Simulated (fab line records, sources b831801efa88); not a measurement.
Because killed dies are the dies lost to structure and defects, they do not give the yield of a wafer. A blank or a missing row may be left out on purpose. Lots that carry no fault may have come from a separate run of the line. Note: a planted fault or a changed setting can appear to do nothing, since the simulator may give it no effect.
fab line records | flow sky130
record lots=24 | wafers=72 | last_day=50
route steps=708 shown VIA2@519 METAL3@532 VIA3@586
lots with no fault: from the same line, run without faults
start_h: hours from the record's first day to the start of the lot's first wafer shown | wait_h: hours from the lot's prior step to this one | " repeats the value in the row above | L1.1+2: one row covering several wafers at once | - no value, or no start given | * or withheld: withheld | < > ~ a bound
route shown NAME@n: a module of which the file shows steps, and the number in the route of the first | usual: mean/standard deviation of fault-free wafers | same: alike in all rows | chamber/n: place in a boat | sites: readings site by site | _std_site: their standard deviation | _edge_site: outer sites' mean less inner sites' | radius_mm: how far each site lies from the wafer's centre | mask NAME#n: copy n | behind: the most recent tool/chamber to have shaped the wafer | hold: what put the lot on hold/how long, in hours/how the hold closed | device: which transistor (n, p or np) failed to switch | end of line: tests of these same wafers at the route's end | for a step that has no rows: nothing shown but its recipe | killed: count of dies lost to structure and defects at first sort (not the wafer's yield) | map: the dies of a wafer, with x for killed, . for not killed, _ for no die there
set.NAME: the setting that was run; set.NAME@STEP: the one run at that earlier step | model.NAME: the simulator's own value behind a step, which no gauge read
one table for each step of the route and one row for each wafer, over a sample of lots
services: a tool's chamber out of use, with start hour (start_h, from the record's first day; less than 0 if before it), hours out, and reason
## steps
# step SKY_VIA2_CD_MEAS_12
# recipe target_cd_nm=200
# usual cd_nm=199.6/1.5
lot.wafer | tool      | chamber | start_h | wait_h | cd_nm
L074.3    | cd_sem-02 | -       | 870.90  | -      | 199.9
L074.4    | "         | -       | "       | "      | 200.2
L074.6    | "         | -       | "       | "      | 198.9
L075.1    | cd_sem-01 | -       | 873.17  | -      | 200.2
L075.3    | "         | -       | "       | "      | 200.1
L075.4    | "         | -       | "       | "      | 201.0
L077.4    | cd_sem-01 | -       | 873.58  | -      | 199.7
L077.5    | "         | -       | "       | "      | 199.1
L077.6    | "         | -       | "       | "      | 198.6
L076.4    | cd_sem-02 | -       | 875.53  | -      | 197.3
L076.5    | "         | -       | "       | "      | 198.7
L076.6    | "         | -       | "       | "      | 198.1
L078.2    | cd_sem-01 | -       | 918.49  | -      | 200.6
L078.4    | "         | -       | "       | "      | 198.5
L078.5    | "         | -       | "       | "      | 202.0
L079.1    | cd_sem-02 | -       | 918.72  | -      | 203.0
L079.2    | "         | -       | "       | "      | 203.1
L079.3    | "         | -       | "       | "      | 202.0
L080.1    | cd_sem-02 | -       | 919.97  | -      | 198.4
L080.2    | "         | -       | "       | "      | 199.1
L080.4    | "         | -       | "       | "      | 198.9
L081.1    | cd_sem-02 | -       | 920.32  | -      | 199.6
L081.2    | "         | -       | "       | "      | 201.1
L081.4    | "         | -       | "       | "      | 200.0
L082.1    | cd_sem-01 | -       | 921.97  | -      | 200.1
L082.4    | "         | -       | "       | "      | 199.8
L082.6    | "         | -       | "       | "      | 198.5
L084.2    | cd_sem-01 | -       | 928.04  | -      | 199.8
L084.4    | "         | -       | "       | "      | 198.8
L084.5    | "         | -       | "       | "      | 199.5
L083.2    | cd_sem-02 | -       | 931.19  | -      | 200.0
L083.4    | "         | -       | "       | "      | 199.2
L083.6    | "         | -       | "       | "      | 199.6
L085.1    | cd_sem-01 | -       | 931.82  | -      | 198.7
L085.2    | "         | -       | "       | "      | 198.5
L085.3    | "         | -       | "       | "      | 197.7
L086.3    | cd_sem-01 | -       | 932.16  | -      | 200.3
L086.5    | "         | -       | "       | "      | 198.9
L086.6    | "         | -       | "       | "      | 199.3
L087.2    | cd_sem-01 | -       | 942.33  | -      | 196.9
L087.4    | "         | -       | "       | "      | 197.7
L087.6    | "         | -       | "       | "      | 195.8
L088.2    | cd_sem-01 | -       | 953.44  | -      | 199.4
L088.3    | "         | -       | "       | "      | 198.8
L088.5    | "         | -       | "       | "      | 197.1
L089.2    | cd_sem-02 | -       | 954.59  | -      | 200.1
L089.3    | "         | -       | "       | "      | 197.9
L089.4    | "         | -       | "       | "      | 199.5
L090.1    | cd_sem-01 | -       | 969.87  | -      | 202.0
L090.2    | "         | -       | "       | "      | 202.8
L090.5    | "         | -       | "       | "      | 201.5
L091.1    | cd_sem-02 | -       | 973.27  | -      | 200.8
L091.4    | "         | -       | "       | "      | 199.6
L091.5    | "         | -       | "       | "      | 199.8
L092.1    | cd_sem-01 | -       | 977.18  | -      | 199.6
L092.2    | "         | -       | "       | "      | 200.1
L092.5    | "         | -       | "       | "      | 199.6
L093.1    | cd_sem-02 | -       | 991.67  | -      | 197.8
L093.2    | "         | -       | "       | "      | 198.0
L093.6    | "         | -       | "       | "      | 197.6
L094.4    | cd_sem-01 | -       | 994.13  | -      | 199.9
L094.5    | "         | -       | "       | "      | 198.4
L094.6    | "         | -       | "       | "      | 199.1
L095.1    | cd_sem-02 | -       | 1003.62 | -      | 199.6
L095.4    | "         | -       | "       | "      | 200.7
L095.6    | "         | -       | "       | "      | 199.8
L096.1    | cd_sem-02 | -       | 1006.42 | -      | 203.2
L096.3    | "         | -       | "       | "      | 201.8
L096.6    | "         | -       | "       | "      | 202.9
L097.2    | cd_sem-01 | -       | 1013.04 | -      | 199.2
L097.4    | "         | -       | "       | "      | 199.3
L097.6    | "         | -       | "       | "      | 198.3
# step SKY_VIA2_THK_MEAS_23
# recipe thk_meas_gauge=xrf | reads=W_of_VIA2_CVD_21
# usual VIA2_W_THK=424/5.7
lot.wafer | tool          | chamber | start_h | wait_h | VIA2_W_THK[nm]
L074.3    | film_metro-01 | -       | 872.09  | 0.1    | 432
L074.4    | "             | -       | "       | "      | 437
L074.6    | "             | -       | "       | "      | 428
L075.1    | film_metro-02 | -       | 874.33  | 0.1    | 415
L075.3    | "             | -       | "       | "      | 420
L075.4    | "             | -       | "       | "      | 412
L077.4    | film_metro-02 | -       | 874.75  | 0.1    | 419
L077.5    | "             | -       | "       | "      | 423
L077.6    | "             | -       | "       | "      | 413
L076.4    | film_metro-01 | -       | 876.83  | 0.1    | 427
L076.5    | "             | -       | "       | "      | 429
L076.6    | "             | -       | "       | "      | 426
L078.2    | film_metro-04 | -       | 919.66  | 0.1    | 422
L078.4    | "             | -       | "       | "      | 424
L078.5    | "             | -       | "       | "      | 434
L079.1    | film_metro-04 | -       | 919.90  | 0.1    | 416
L079.2    | "             | -       | "       | "      | 413
L079.3    | "             | -       | "       | "      | 416
L080.1    | film_metro-01 | -       | 921.14  | 0.1    | 424
L080.2    | "             | -       | "       | "      | 425
L080.4    | "             | -       | "       | "      | 425
L081.1    | film_metro-01 | -       | 921.55  | 0.1    | 424
L081.2    | "             | -       | "       | "      | 422
L081.4    | "             | -       | "       | "      | 420
L082.1    | film_metro-04 | -       | 923.13  | 0.1    | 431
L082.4    | "             | -       | "       | "      | 422
L082.6    | "             | -       | "       | "      | 428
L084.2    | film_metro-01 | -       | 929.20  | 0.1    | 438
L084.4    | "             | -       | "       | "      | 432
L084.5    | "             | -       | "       | "      | 421
L083.2    | film_metro-02 | -       | 932.35  | 0.1    | 426
L083.4    | "             | -       | "       | "      | 423
L083.6    | "             | -       | "       | "      | 425
L085.1    | film_metro-04 | -       | 932.99  | 0.1    | 416
L085.2    | "             | -       | "       | "      | 428
L085.3    | "             | -       | "       | "      | 424
L086.3    | film_metro-02 | -       | 933.31  | 0.1    | 424
L086.5    | "             | -       | "       | "      | 429
L086.6    | "             | -       | "       | "      | 420
L087.2    | film_metro-02 | -       | 943.50  | 0.1    | 425
L087.4    | "             | -       | "       | "      | 425
L087.6    | "             | -       | "       | "      | 431
L088.2    | film_metro-04 | -       | 954.60  | 0.1    | 426
L088.3    | "             | -       | "       | "      | 419
L088.5    | "             | -       | "       | "      | 423
L089.2    | film_metro-04 | -       | 955.78  | 0.1    | 431
L089.3    | "             | -       | "       | "      | 422
L089.4    | "             | -       | "       | "      | 431
L090.1    | film_metro-01 | -       | 971.10  | 0.1    | 427
L090.2    | "             | -       | "       | "      | 431
L090.5    | "             | -       | "       | "      | 427
L091.1    | film_metro-01 | -       | 974.52  | 0.1    | 423
L091.4    | "             | -       | "       | "      | 422
L091.5    | "             | -       | "       | "      | 424
L092.1    | film_metro-01 | -       | 978.36  | 0.1    | 429
L092.2    | "             | -       | "       | "      | 426
L092.5    | "             | -       | "       | "      | 421
L093.1    | film_metro-02 | -       | 993.27  | 0.1    | 423
L093.2    | "             | -       | "       | "      | 425
L093.6    | "             | -       | "       | "      | 426
L094.4    | film_metro-04 | -       | 995.76  | 0.1    | 416
L094.5    | "             | -       | "       | "      | 413
L094.6    | "             | -       | "       | "      | 411
L095.1    | film_metro-04 | -       | 1004.82 | 0.1    | 416
L095.4    | "             | -       | "       | "      | 411
L095.6    | "             | -       | "       | "      | 415
L096.1    | film_metro-01 | -       | 1007.62 | 0.1    | 432
L096.3    | "             | -       | "       | "      | 431
L096.6    | "             | -       | "       | "      | 419
L097.2    | film_metro-01 | -       | 1014.19 | 0.1    | 428
L097.4    | "             | -       | "       | "      | 426
L097.6    | "             | -       | "       | "      | 430
# step SKY_METAL3_SPUTTER_00
# recipe material=Ti | target_thk_nm=15 | power_w=3000 | time_s=10 | chamber_pressure_pa=0.4
# usual throttle_valve_pct=30.3/0.86
# same time_s=10
lot.wafer | tool           | chamber | start_h | wait_h | throttle_valve_pct
L074.3    | pvd_sputter-04 | -       | 872.43  | 0.2    | 29.0
L074.4    | "              | -       | "       | "      | 30.2
L074.6    | "              | -       | "       | "      | 28.9
L075.1    | pvd_sputter-04 | -       | 874.69  | 0.2    | 30.2
L075.3    | "              | -       | "       | "      | 31.2
L075.4    | "              | -       | "       | "      | 31.0
L077.4    | pvd_sputter-01 | -       | 875.08  | 0.1    | 29.2
L077.5    | "              | -       | "       | "      | 31.1
L077.6    | "              | -       | "       | "      | 29.4
L076.4    | pvd_sputter-01 | -       | 877.16  | 0.1    | 29.5
L076.5    | "              | -       | "       | "      | 29.4
L076.6    | "              | -       | "       | "      | 31.6
L078.2    | pvd_sputter-04 | -       | 920.13  | 0.2    | 31.0
L078.4    | "              | -       | "       | "      | 29.9
L078.5    | "              | -       | "       | "      | 31.3
L079.1    | pvd_sputter-03 | -       | 920.32  | 0.1    | 30.5
L079.2    | "              | -       | "       | "      | 29.6
L079.3    | "              | -       | "       | "      | 29.9
L080.1    | pvd_sputter-03 | -       | 921.50  | 0.2    | 30.4
L080.2    | "              | -       | "       | "      | 29.3
L080.4    | "              | -       | "       | "      | 29.4
L081.1    | pvd_sputter-01 | -       | 922.06  | 0.1    | 29.4
L081.2    | "              | -       | "       | "      | 29.9
L081.4    | "              | -       | "       | "      | 31.6
L082.1    | pvd_sputter-03 | -       | 923.49  | 0.2    | 30.0
L082.4    | "              | -       | "       | "      | 30.8
L082.6    | "              | -       | "       | "      | 31.1
L084.2    | pvd_sputter-04 | -       | 929.55  | 0.1    | 28.9
L084.4    | "              | -       | "       | "      | 29.8
L084.5    | "              | -       | "       | "      | 31.3
L083.2    | pvd_sputter-04 | -       | 932.70  | 0.1    | 31.3
L083.4    | "              | -       | "       | "      | 29.1
L083.6    | "              | -       | "       | "      | 30.8
L085.1    | pvd_sputter-01 | -       | 933.35  | 0.2    | 31.3
L085.2    | "              | -       | "       | "      | 29.7
L085.3    | "              | -       | "       | "      | 29.0
L086.3    | pvd_sputter-03 | -       | 933.65  | 0.1    | 30.9
L086.5    | "              | -       | "       | "      | 30.6
L086.6    | "              | -       | "       | "      | 29.9
L087.2    | pvd_sputter-03 | -       | 943.85  | 0.2    | 29.5
L087.4    | "              | -       | "       | "      | 29.7
L087.6    | "              | -       | "       | "      | 30.8
L088.2    | pvd_sputter-03 | -       | 954.95  | 0.1    | 29.3
L088.3    | "              | -       | "       | "      | 30.9
L088.5    | "              | -       | "       | "      | 30.6
L089.2    | pvd_sputter-04 | -       | 956.13  | 0.1    | 29.0
L089.3    | "              | -       | "       | "      | 31.2
L089.4    | "              | -       | "       | "      | 30.7
L090.1    | pvd_sputter-03 | -       | 971.54  | 0.1    | 29.2
L090.2    | "              | -       | "       | "      | 29.7
L090.5    | "              | -       | "       | "      | 29.9
L091.1    | pvd_sputter-03 | -       | 974.88  | 0.1    | 30.6
L091.4    | "              | -       | "       | "      | 29.5
L091.5    | "              | -       | "       | "      | 29.3
L092.1    | pvd_sputter-04 | -       | 978.72  | 0.1    | 30.9
L092.2    | "              | -       | "       | "      | 28.8
L092.5    | "              | -       | "       | "      | 30.8
L093.1    | pvd_sputter-01 | -       | 993.63  | 0.2    | 31.4
L093.2    | "              | -       | "       | "      | 31.2
L093.6    | "              | -       | "       | "      | 29.1
L094.4    | pvd_sputter-01 | -       | 996.24  | 0.1    | 31.8
L094.5    | "              | -       | "       | "      | 28.9
L094.6    | "              | -       | "       | "      | 31.3
L095.1    | pvd_sputter-04 | -       | 1005.91 | 0.1    | 30.7
L095.4    | "              | -       | "       | "      | 31.3
L095.6    | "              | -       | "       | "      | 31.6
L096.1    | pvd_sputter-04 | -       | 1007.98 | 0.1    | 29.9
L096.3    | "              | -       | "       | "      | 31.1
L096.6    | "              | -       | "       | "      | 28.9
L097.2    | pvd_sputter-01 | -       | 1014.54 | 0.2    | 29.6
L097.4    | "              | -       | "       | "      | 29.1
L097.6    | "              | -       | "       | "      | 31.2
# step SKY_METAL3_SPUTTER_04
# recipe material=TiN | target_thk_nm=70 | power_w=6500 | time_s=58.3 | chamber_pressure_pa=0.4
# usual throttle_valve_pct=30.3/0.87
# same time_s=58.3
lot.wafer | tool           | chamber | start_h | wait_h | throttle_valve_pct
L074.3    | pvd_sputter-04 | -       | 872.53  | 0.0    | 28.8
L074.4    | "              | -       | "       | "      | 30.3
L074.6    | "              | -       | "       | "      | 28.9
L075.1    | pvd_sputter-04 | -       | 874.80  | 0.0    | 30.4
L075.3    | "              | -       | "       | "      | 31.4
L075.4    | "              | -       | "       | "      | 31.3
L077.4    | pvd_sputter-01 | -       | 875.19  | 0.0    | 29.4
L077.5    | "              | -       | "       | "      | 31.3
L077.6    | "              | -       | "       | "      | 29.4
L076.4    | pvd_sputter-01 | -       | 877.27  | 0.0    | 29.2
L076.5    | "              | -       | "       | "      | 29.5
L076.6    | "              | -       | "       | "      | 31.3
L078.2    | pvd_sputter-04 | -       | 920.24  | 0.0    | 30.7
L078.4    | "              | -       | "       | "      | 30.2
L078.5    | "              | -       | "       | "      | 31.5
L079.1    | pvd_sputter-03 | -       | 920.43  | 0.0    | 30.5
L079.2    | "              | -       | "       | "      | 29.2
L079.3    | "              | -       | "       | "      | 29.9
L081.1    | pvd_sputter-01 | -       | 922.17  | 0.0    | 29.2
L081.2    | "              | -       | "       | "      | 29.4
L081.4    | "              | -       | "       | "      | 31.6
L080.1    | pvd_sputter-03 | -       | 922.82  | 0.0    | 30.7
L080.2    | "              | -       | "       | "      | 29.2
L080.4    | "              | -       | "       | "      | 29.8
L082.1    | pvd_sputter-03 | -       | 923.60  | 0.0    | 29.8
L082.4    | "              | -       | "       | "      | 30.5
L082.6    | "              | -       | "       | "      | 30.7
L084.2    | pvd_sputter-04 | -       | 929.65  | 0.0    | 29.1
L084.4    | "              | -       | "       | "      | 30.4
L084.5    | "              | -       | "       | "      | 31.0
L083.2    | pvd_sputter-04 | -       | 932.80  | 0.0    | 31.2
L083.4    | "              | -       | "       | "      | 29.0
L083.6    | "              | -       | "       | "      | 30.9
L085.1    | pvd_sputter-01 | -       | 933.45  | 0.0    | 31.5
L085.2    | "              | -       | "       | "      | 29.6
L085.3    | "              | -       | "       | "      | 29.3
L086.3    | pvd_sputter-03 | -       | 933.76  | 0.0    | 30.7
L086.5    | "              | -       | "       | "      | 30.9
L086.6    | "              | -       | "       | "      | 29.8
L087.2    | pvd_sputter-03 | -       | 943.96  | 0.0    | 29.6
L087.4    | "              | -       | "       | "      | 29.6
L087.6    | "              | -       | "       | "      | 30.5
L088.2    | pvd_sputter-03 | -       | 955.05  | 0.0    | 29.4
L088.3    | "              | -       | "       | "      | 30.3
L088.5    | "              | -       | "       | "      | 30.4
L089.2    | pvd_sputter-04 | -       | 956.24  | 0.0    | 28.6
L089.3    | "              | -       | "       | "      | 31.5
L089.4    | "              | -       | "       | "      | 31.4
L090.1    | pvd_sputter-03 | -       | 971.64  | 0.0    | 29.7
L090.2    | "              | -       | "       | "      | 29.9
L090.5    | "              | -       | "       | "      | 29.9
L091.1    | pvd_sputter-03 | -       | 974.99  | 0.0    | 30.8
L091.4    | "              | -       | "       | "      | 29.4
L091.5    | "              | -       | "       | "      | 29.4
L092.1    | pvd_sputter-04 | -       | 978.82  | 0.0    | 31.0
L092.2    | "              | -       | "       | "      | 28.7
L092.5    | "              | -       | "       | "      | 31.2
L093.1    | pvd_sputter-01 | -       | 993.73  | 0.0    | 31.4
L093.2    | "              | -       | "       | "      | 31.1
L093.6    | "              | -       | "       | "      | 29.2
L094.4    | pvd_sputter-01 | -       | 996.34  | 0.0    | 31.4
L094.5    | "              | -       | "       | "      | 29.3
L094.6    | "              | -       | "       | "      | 31.5
L095.1    | pvd_sputter-04 | -       | 1006.02 | 0.0    | 30.9
L095.4    | "              | -       | "       | "      | 31.3
L095.6    | "              | -       | "       | "      | 31.6
L096.1    | pvd_sputter-04 | -       | 1008.09 | 0.0    | 30.2
L096.3    | "              | -       | "       | "      | 31.1
L096.6    | "              | -       | "       | "      | 28.8
L097.2    | pvd_sputter-01 | -       | 1014.64 | 0.0    | 29.8
L097.4    | "              | -       | "       | "      | 29.0
L097.6    | "              | -       | "       | "      | 31.3
# step SKY_VIA3_OVL_MEAS_13
# usual VIA3_OVL=2/5.2
lot.wafer | tool       | chamber | start_h | wait_h | VIA3_OVL[nm]
L074.3    | overlay-02 | -       | 950.75  | 0.1    | 7
L074.4    | "          | -       | "       | "      | 10
L074.6    | "          | -       | "       | "      | 7
L075.1    | overlay-01 | -       | 951.74  | 0.1    | 0
L075.3    | "          | -       | "       | "      | -4
L075.4    | "          | -       | "       | "      | 1
L077.4    | overlay-02 | -       | 952.31  | 0.1    | 4
L077.5    | "          | -       | "       | "      | 8
L077.6    | "          | -       | "       | "      | 4
L076.4    | overlay-01 | -       | 953.79  | 0.1    | 4
L076.5    | "          | -       | "       | "      | 5
L076.6    | "          | -       | "       | "      | 6
L078.2    | overlay-02 | -       | 994.88  | 0.1    | 4
L078.4    | "          | -       | "       | "      | 6
L078.5    | "          | -       | "       | "      | -8
L079.1    | overlay-01 | -       | 994.94  | 0.1    | -6
L079.2    | "          | -       | "       | "      | 3
L079.3    | "          | -       | "       | "      | -2
L081.1    | overlay-02 | -       | 996.98  | 0.1    | 7
L081.2    | "          | -       | "       | "      | 5
L081.4    | "          | -       | "       | "      | 0
L080.1    | overlay-02 | -       | 998.14  | 0.1    | 1
L080.2    | "          | -       | "       | "      | 5
L080.4    | "          | -       | "       | "      | 4
L082.1    | overlay-01 | -       | 998.49  | 0.1    | 5
L082.4    | "          | -       | "       | "      | 5
L082.6    | "          | -       | "       | "      | 2
L084.2    | overlay-02 | -       | 1003.68 | 0.1    | -3
L084.4    | "          | -       | "       | "      | 1
L084.5    | "          | -       | "       | "      | -3
L083.2    | overlay-01 | -       | 1006.13 | 0.1    | 7
L083.4    | "          | -       | "       | "      | 11
L083.6    | "          | -       | "       | "      | 11
L085.1    | overlay-02 | -       | 1007.28 | 0.1    | 7
L085.2    | "          | -       | "       | "      | -4
L085.3    | "          | -       | "       | "      | -2
L086.3    | overlay-01 | -       | 1008.44 | 0.1    | 2
L086.5    | "          | -       | "       | "      | 4
L086.6    | "          | -       | "       | "      | 9
L087.2    | overlay-02 | -       | 1017.48 | 0.1    | -7
L087.4    | "          | -       | "       | "      | -9
L087.6    | "          | -       | "       | "      | -4
L088.2    | overlay-01 | -       | 1026.74 | 0.1    | -3
L088.3    | "          | -       | "       | "      | 4
L088.5    | "          | -       | "       | "      | 6
L089.2    | overlay-01 | -       | 1027.95 | 0.1    | -2
L089.3    | "          | -       | "       | "      | 3
L089.4    | "          | -       | "       | "      | -2
L090.1    | overlay-02 | -       | 1042.08 | 0.1    | -10
L090.2    | "          | -       | "       | "      | -3
L090.5    | "          | -       | "       | "      | -6
L091.1    | overlay-02 | -       | 1045.09 | 0.1    | 3
L091.4    | "          | -       | "       | "      | 1
L091.5    | "          | -       | "       | "      | 1
L092.1    | overlay-01 | -       | 1049.59 | 0.1    | 10
L092.2    | "          | -       | "       | "      | -2
L092.5    | "          | -       | "       | "      | 12
L093.1    | overlay-01 | -       | 1062.43 | 0.1    | 0
L093.2    | "          | -       | "       | "      | 3
L093.6    | "          | -       | "       | "      | 4
L094.4    | overlay-01 | -       | 1065.94 | 0.1    | 7
L094.5    | "          | -       | "       | "      | 0
L094.6    | "          | -       | "       | "      | 4
L095.1    | overlay-01 | -       | 1075.23 | 0.1    | -5
L095.4    | "          | -       | "       | "      | -6
L095.6    | "          | -       | "       | "      | -1
L096.1    | overlay-01 | -       | 1076.34 | 0.1    | 10
L096.3    | "          | -       | "       | "      | 7
L096.6    | "          | -       | "       | "      | 4
L097.2    | overlay-02 | -       | 1082.20 | 0.1    | 6
L097.4    | "          | -       | "       | "      | 0
L097.6    | "          | -       | "       | "      | 4
# step SKY_VIA3_THK_MEAS_23
# recipe thk_meas_gauge=xrf | reads=W_of_VIA3_CVD_21
# usual VIA3_W_THK=392/5.1
lot.wafer | tool          | chamber | start_h | wait_h | VIA3_W_THK[nm]
L074.3    | film_metro-02 | -       | 951.82  | 0.1    | 399
L074.4    | "             | -       | "       | "      | 392
L074.6    | "             | -       | "       | "      | 389
L075.1    | film_metro-04 | -       | 952.78  | 0.1    | 399
L075.3    | "             | -       | "       | "      | 395
L075.4    | "             | -       | "       | "      | 394
L077.4    | film_metro-04 | -       | 953.36  | 0.1    | 404
L077.5    | "             | -       | "       | "      | 402
L077.6    | "             | -       | "       | "      | 397
L076.4    | film_metro-03 | -       | 954.84  | 0.1    | 398
L076.5    | "             | -       | "       | "      | 391
L076.6    | "             | -       | "       | "      | 396
L078.2    | film_metro-02 | -       | 995.92  | 0.1    | 394
L078.4    | "             | -       | "       | "      | 390
L078.5    | "             | -       | "       | "      | 397
L079.1    | film_metro-02 | -       | 996.16  | 0.1    | 390
L079.2    | "             | -       | "       | "      | 383
L079.3    | "             | -       | "       | "      | 388
L081.1    | film_metro-02 | -       | 998.01  | 0.1    | 388
L081.2    | "             | -       | "       | "      | 393
L081.4    | "             | -       | "       | "      | 389
L080.1    | film_metro-04 | -       | 999.18  | 0.1    | 395
L080.2    | "             | -       | "       | "      | 390
L080.4    | "             | -       | "       | "      | 394
L082.1    | film_metro-03 | -       | 999.52  | 0.1    | 389
L082.4    | "             | -       | "       | "      | 382
L082.6    | "             | -       | "       | "      | 383
L084.2    | film_metro-03 | -       | 1004.72 | 0.1    | 391
L084.4    | "             | -       | "       | "      | 390
L084.5    | "             | -       | "       | "      | 390
L083.2    | film_metro-02 | -       | 1007.20 | 0.1    | 388
L083.4    | "             | -       | "       | "      | 383
L083.6    | "             | -       | "       | "      | 390
L085.1    | film_metro-03 | -       | 1008.32 | 0.1    | 392
L085.2    | "             | -       | "       | "      | 396
L085.3    | "             | -       | "       | "      | 389
L086.3    | film_metro-04 | -       | 1009.48 | 0.1    | 392
L086.5    | "             | -       | "       | "      | 403
L086.6    | "             | -       | "       | "      | 389
L087.2    | film_metro-02 | -       | 1018.52 | 0.1    | 395
L087.4    | "             | -       | "       | "      | 390
L087.6    | "             | -       | "       | "      | 397
L088.2    | film_metro-03 | -       | 1027.87 | 0.1    | 396
L088.3    | "             | -       | "       | "      | 390
L088.5    | "             | -       | "       | "      | 390
L089.2    | film_metro-04 | -       | 1028.98 | 0.1    | 394
L089.3    | "             | -       | "       | "      | 397
L089.4    | "             | -       | "       | "      | 398
L090.1    | film_metro-02 | -       | 1043.11 | 0.1    | 395
L090.2    | "             | -       | "       | "      | 384
L090.5    | "             | -       | "       | "      | 396
L091.1    | film_metro-02 | -       | 1046.13 | 0.1    | 398
L091.4    | "             | -       | "       | "      | 389
L091.5    | "             | -       | "       | "      | 393
L092.1    | film_metro-04 | -       | 1050.79 | 0.1    | 385
L092.2    | "             | -       | "       | "      | 386
L092.5    | "             | -       | "       | "      | 393
L093.1    | film_metro-02 | -       | 1063.46 | 0.1    | 390
L093.2    | "             | -       | "       | "      | 394
L093.6    | "             | -       | "       | "      | 385
L094.4    | film_metro-04 | -       | 1067.03 | 0.1    | 396
L094.5    | "             | -       | "       | "      | 399
L094.6    | "             | -       | "       | "      | 390
L095.1    | film_metro-03 | -       | 1076.27 | 0.1    | 384
L095.4    | "             | -       | "       | "      | 392
L095.6    | "             | -       | "       | "      | 387
L096.1    | film_metro-04 | -       | 1077.38 | 0.1    | 393
L096.3    | "             | -       | "       | "      | 388
L096.6    | "             | -       | "       | "      | 392
L097.2    | film_metro-03 | -       | 1083.31 | 0.1    | 396
L097.4    | "             | -       | "       | "      | 395
L097.6    | "             | -       | "       | "      | 397
## services
tool           | chamber | start_h | hours | kind
pvd_sputter-04 | 2       | 890.68  | -     | consumable_replace:kit
pvd_sputter-04 | 2       | 890.68  | 18.0  | scheduled_down
pvd_sputter-04 | 2       | 890.68  | 18.0  | vent_cycle
pvd_sputter-03 | -       | 899.98  | 5.2   | repair
pvd_sputter-01 | 2       | 916.94  | -     | consumable_replace:kit
pvd_sputter-01 | 2       | 916.94  | 18.0  | scheduled_down
pvd_sputter-01 | 2       | 916.94  | 18.0  | vent_cycle
pvd_sputter-03 | -       | 956.95  | 2.0   | repair
pvd_sputter-04 | -       | 995.11  | 10.4  | repair
pvd_sputter-03 | 1       | 996.69  | -     | consumable_replace:kit
pvd_sputter-03 | 1       | 996.69  | 18.0  | scheduled_down
pvd_sputter-03 | 1       | 996.69  | 18.0  | vent_cycle
## key
fault none
